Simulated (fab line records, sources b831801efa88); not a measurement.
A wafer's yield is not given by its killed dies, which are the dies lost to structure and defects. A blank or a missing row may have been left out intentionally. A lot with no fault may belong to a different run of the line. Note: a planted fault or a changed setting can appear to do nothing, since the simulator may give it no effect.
Matching of chambers || flow gf180mcu || GF_PASSIVATION_CVD_00 on pecvd-01: 3 sister chambers
The step deposits SiO2 from TEOS, target thk 1000 nm, time 111.95 s. 16 wafers are shown with their chamber, then 8 later ones without.

## WAFERS PAIRED WITH THEIR CHAMBERS
{"wafer": "L895.1", "chamber": 0, "heater_power_w (W)": 634}
{"wafer": "L895.3", "chamber": 2, "heater_power_w (W)": 658}
{"wafer": "L895.6", "chamber": 0, "heater_power_w (W)": 523}
{"wafer": "L902.3", "chamber": 1, "heater_power_w (W)": 765}
{"wafer": "L902.4", "chamber": 0, "heater_power_w (W)": 588}
{"wafer": "L902.6", "chamber": 2, "heater_power_w (W)": 748}
{"wafer": "L904.1", "chamber": 0, "heater_power_w (W)": 518}
{"wafer": "L904.2", "chamber": 1, "heater_power_w (W)": 824}
{"wafer": "L904.6", "chamber": 0, "heater_power_w (W)": 592}
{"wafer": "L906.3", "chamber": 0, "heater_power_w (W)": 614}
{"wafer": "L906.4", "chamber": 0, "heater_power_w (W)": 652}
{"wafer": "L906.5", "chamber": 1, "heater_power_w (W)": 787}
{"wafer": "L907.4", "chamber": 1, "heater_power_w (W)": 673}
{"wafer": "L907.5", "chamber": 2, "heater_power_w (W)": 619}
{"wafer": "L907.6", "chamber": 0, "heater_power_w (W)": 594}
{"wafer": "L908.1", "chamber": 0, "heater_power_w (W)": 665}

SIGNATURES (averages over the wafers above)
{"reading": "heater_power_w", "chamber 0": 597.78, "chamber 1": 762.25, "chamber 2": 675.00, "scatter within a chamber": 57}
Rule: distance of a wafer from a chamber = root of the sum over the readings of ((wafer's reading minus chamber's mean) / reading's scatter) squared. If the next closest chamber is less than 2 further off than the closest, the wafer can't be placed; otherwise it belongs to the closest. The scatter: take each reading less its chamber's mean, square it, sum over the shown wafers, divide by the number of wafers less the number of chambers, and take the root.

## WAFERS WHOSE CHAMBER IS MISSING
{"wafer": "L908.4", "heater_power_w (W)": 674}
{"wafer": "L908.5", "heater_power_w (W)": 701}
{"wafer": "L914.1", "heater_power_w (W)": 830}
{"wafer": "L914.2", "heater_power_w (W)": 595}
{"wafer": "L914.4", "heater_power_w (W)": 694}
{"wafer": "L917.1", "heater_power_w (W)": 668}
{"wafer": "L917.2", "heater_power_w (W)": 645}
{"wafer": "L917.3", "heater_power_w (W)": 817}

## EACH ONE'S CHAMBER
{"wafer": "L908.4", "from the rows above": "can't be placed: 2 or 0 or 1", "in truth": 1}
{"wafer": "L908.5", "from the rows above": "can't be placed: 2 or 1 or 0", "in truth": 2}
{"wafer": "L914.1", "from the rows above": "can't be placed: 1 or 2", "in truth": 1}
{"wafer": "L914.2", "from the rows above": "can't be placed: 0 or 2", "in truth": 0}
{"wafer": "L914.4", "from the rows above": "can't be placed: 2 or 1 or 0", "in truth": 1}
{"wafer": "L917.1", "from the rows above": "can't be placed: 2 or 0 or 1", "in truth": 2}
{"wafer": "L917.2", "from the rows above": "can't be placed: 2 or 0 or 1", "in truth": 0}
{"wafer": "L917.3", "from the rows above": "can't be placed: 1 or 2", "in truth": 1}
0 of 8 placed correctly. From these rows, 8 cannot be placed; in 8 the true chamber is one of the candidates. Placed wrongly: 0.
